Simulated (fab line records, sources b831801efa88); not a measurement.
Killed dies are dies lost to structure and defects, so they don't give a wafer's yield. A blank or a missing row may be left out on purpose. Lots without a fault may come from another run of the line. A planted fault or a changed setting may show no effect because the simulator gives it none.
Problem report in the 8D (eight disciplines) form, filled by code | flow sky130 | the parts of the form that need people (team, actions taken, sign-off) are left out

1. THE PROBLEM
cd_nm at SKY_SONOS_TUNNEL_CD_MEAS_07 reads a mean of 320.6 nm on 6 wafers of 2 lots; wafers without a fault read 410.1 nm with a standard deviation of 2.8. That is -32 standard deviations from the usual mean.
The step: target cd 410 nm.
First seen on wafer L528.2, day 14 02:17, on cd_sem-01. The record holds 42 wafers of 14 lots with a number at this step. Rule for "out", or "out of limits": more than 4 standard deviations from the usual mean. The other wafers with a number count as sound.

2. WHAT IT IS AND WHAT IT IS NOT
question                    | is                     | is not
which readings at this step | cd_nm                  | -
which lots                  | L528, L529             | L519, L524, L525, L526, L527, L533, L537, L538, L539, L540, L541, L542
which wafers of those lots  | all that have a number | -
read on which gauges        | cd_sem-01, cd_sem-02   | -
when                        | from day 14 02:17      | up to then (15 sound wafers); but 21 sound wafers of L533, L537, L538, L539, L540, L541, L542 came after

3. SUSPECTS, AND WHAT RULES EACH OUT
Counting: a tool at a process step up to the reading stays a suspect if it ran every lot that is out and no sound lot after the first of them.
- the gauge at SKY_SONOS_TUNNEL_CD_MEAS_07: ruled out. The wafers that are out were read on 2 gauges (cd_sem-01, cd_sem-02).
- litho_track-02 at SKY_SONOS_TUNNEL_DEVELOP_06 (develop time 60 s): ruled out as a lasting fault. Sound lots L537 ran on it after its first lot that is out, L528 (day 14 02:02).
Left after counting: nothing in the record.

4. THE CAUSE (what the simulator had put in)
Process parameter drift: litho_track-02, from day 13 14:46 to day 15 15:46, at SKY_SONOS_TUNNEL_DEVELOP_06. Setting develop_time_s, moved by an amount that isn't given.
Counting ruled it out, wrongly: the rule takes a fault to strike every lot that its tool runs from its start on, and this one did not.

5. THE CHAIN OF EFFECTS, in route order
Each row: a reading whose mean over the struck wafers that have a number lies more than 3 standard deviations from the usual. Only readings for which the record gives a usual standard deviation are gone through. hours: the time from each lot's start at the first step in this table that gives one to its start at this step, as a median over the lots. sigmas: the change in usual standard deviations.
hours | step                        | reading | usual    | on struck wafers | change | sigmas
0     | SKY_SONOS_TUNNEL_CD_MEAS_07 | cd_nm   | 410.1 nm | 320.6            | -89.5  | -32

6. WHAT WOULD HAVE CAUGHT IT SOONER
In this record the first reading out of limits at a measuring or inspecting step was taken at day 14 02:17, 12 hours after the fault began at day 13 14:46.
